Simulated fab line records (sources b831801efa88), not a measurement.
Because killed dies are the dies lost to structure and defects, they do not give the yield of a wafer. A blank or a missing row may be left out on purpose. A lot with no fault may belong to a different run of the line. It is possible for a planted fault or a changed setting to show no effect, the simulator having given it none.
Which tool was responsible?	flow sky130	42 wafers sampled from 14 lots at 1 step of a route of 708

WHAT THE GAUGES SHOWED, per wafer
SKY_SD_P_OVL_MEAS_08. Usual: SD_P_OVL gives 1.0 nm (standard deviation 1.5).
lot	measured	on	SD_P_OVL (nm)	flag
L715	day 25 10:47	overlay-01	0.7 -0.2 0.6	
L716	day 25 13:22	overlay-02	2.3 2.1 0.5	
L718	day 26 07:53	overlay-01	3.5 4.5 1.9	
L719	day 26 19:16	overlay-01	1.3 -0.9 1.3	
L720	day 27 06:03	overlay-02	1.7 0.7 0.9	
L722	day 27 14:38	overlay-02	1.0 0.8 -0.3	
L724	day 29 06:18	overlay-02	3.2 2.8 2.5	
L723	day 29 06:56	overlay-02	-1.5 -2.2 0.0	
L730	day 30 18:26	overlay-02	0.0 1.3 0.1	
L731	day 30 19:33	overlay-01	-0.4 -0.8 -0.4	
L735	day 31 19:44	overlay-01	1.0 1.4 0.3	
L736	day 32 05:05	overlay-02	2.0 1.1 0.4	
L737	day 32 16:18	overlay-01	2.4 2.5 1.3	
L738	day 32 19:51	overlay-02	1.9 0.9 2.1	

WHICH TOOL RAN EACH LOT (tool, then ch and the chambers of the sampled wafers, then the start)
No process step before these readings appears in the record.

WHAT THE TOOLS THEMSELVES READ (means of the sampled wafers that have a number; where no wafer has one, the mark that the record gives instead)
The record holds no such reading with a usual standard deviation.

THE ANSWER, worked out from the rows above alone
Rule: lot off if the mean of its wafers having a number is beyond 3 standard deviations from the usual mean. Also off: a lot with no number at a reading for which 4 or more lots have one. Any other lot the step has rows for is counted as sound. After the gauges, taken in route order, come the tools' own readings; for these a lot's mean is taken, as printed above. The first step at which some lot is off is used, and at that step the reading that is off furthest; a lot without a number counts as furthest.
Across all readings shown, no lot is off: no conclusion can be drawn from this.

WHAT THE SIMULATOR PUT IN
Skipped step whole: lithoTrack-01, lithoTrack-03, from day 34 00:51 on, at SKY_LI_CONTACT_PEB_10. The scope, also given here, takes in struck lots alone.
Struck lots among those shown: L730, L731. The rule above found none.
